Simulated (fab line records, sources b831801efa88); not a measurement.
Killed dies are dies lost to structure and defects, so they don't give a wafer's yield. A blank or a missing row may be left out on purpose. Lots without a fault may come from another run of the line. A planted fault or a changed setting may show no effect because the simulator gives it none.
Chamber matching | flow gf180mcu | GF_MIM_CVD_05 on pecvd-04: 3 sister chambers
The step deposits Si3N4, target thk 42 nm, time 29.086 s. 24 wafers are shown with their chamber, then 12 later ones without.

WAFERS WITH THEIR CHAMBER
wafer  | chamber | heater_power_w (W)
L075.1 | 2       | 525
L075.5 | 2       | 517
L075.6 | 0       | 536
L077.1 | 1       | 666
L077.3 | 0       | 539
L077.5 | 0       | 563
L078.2 | 0       | 464
L078.5 | 0       | 474
L078.6 | 1       | 626
L080.2 | 1       | 560
L080.4 | 2       | 596
L080.5 | 1       | 556
L081.2 | 1       | 671
L081.3 | 2       | 555
L081.4 | 1       | 681
L083.1 | 1       | 682
L083.3 | 0       | 498
L083.6 | 1       | 677
L086.1 | 2       | 567
L086.3 | 1       | 665
L086.6 | 0       | 521
L090.2 | 2       | 526
L090.3 | 0       | 496
L090.4 | 0       | 516

SIGNATURES (means of the wafers above)
reading        | chamber 0 | chamber 1 | chamber 2 | scatter within a chamber
heater_power_w | 511.89    | 642.67    | 547.67    | 40
Rule: a wafer's distance from a chamber is the root of the sum, over the readings, of the square of ((its reading less the chamber's mean) divided by the reading's scatter). The wafer belongs to the nearest chamber; if the next one is less than 2 further off, it can't be placed. The scatter: the root of (the sum of the squares of (reading less its chamber's mean) over the shown wafers, divided by (wafers less chambers)).

WAFERS WITHOUT THEIR CHAMBER
wafer  | heater_power_w (W)
L091.1 | 675
L091.4 | 683
L091.6 | 586
L094.2 | 519
L094.3 | 526
L094.6 | 533
L095.2 | 579
L095.3 | 646
L095.4 | 594
L097.1 | 506
L097.3 | 592
L097.4 | 519

WHICH CHAMBER EACH WENT THROUGH
wafer  | from the rows above          | in truth
L091.1 | 1                            | 1
L091.4 | 1                            | 1
L091.6 | can't be placed: 2 or 1 or 0 | 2
L094.2 | can't be placed: 0 or 2      | 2
L094.3 | can't be placed: 0 or 2      | 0
L094.6 | can't be placed: 2 or 0      | 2
L095.2 | can't be placed: 2 or 1 or 0 | 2
L095.3 | 1                            | 1
L095.4 | can't be placed: 2 or 1 or 0 | 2
L097.1 | can't be placed: 0 or 2      | 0
L097.3 | can't be placed: 2 or 1 or 0 | 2
L097.4 | can't be placed: 0 or 2      | 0
Placed correctly: 3 of 12. Can't be placed from these rows: 9 (the true chamber is among the candidates in 9). Placed wrongly: 0.
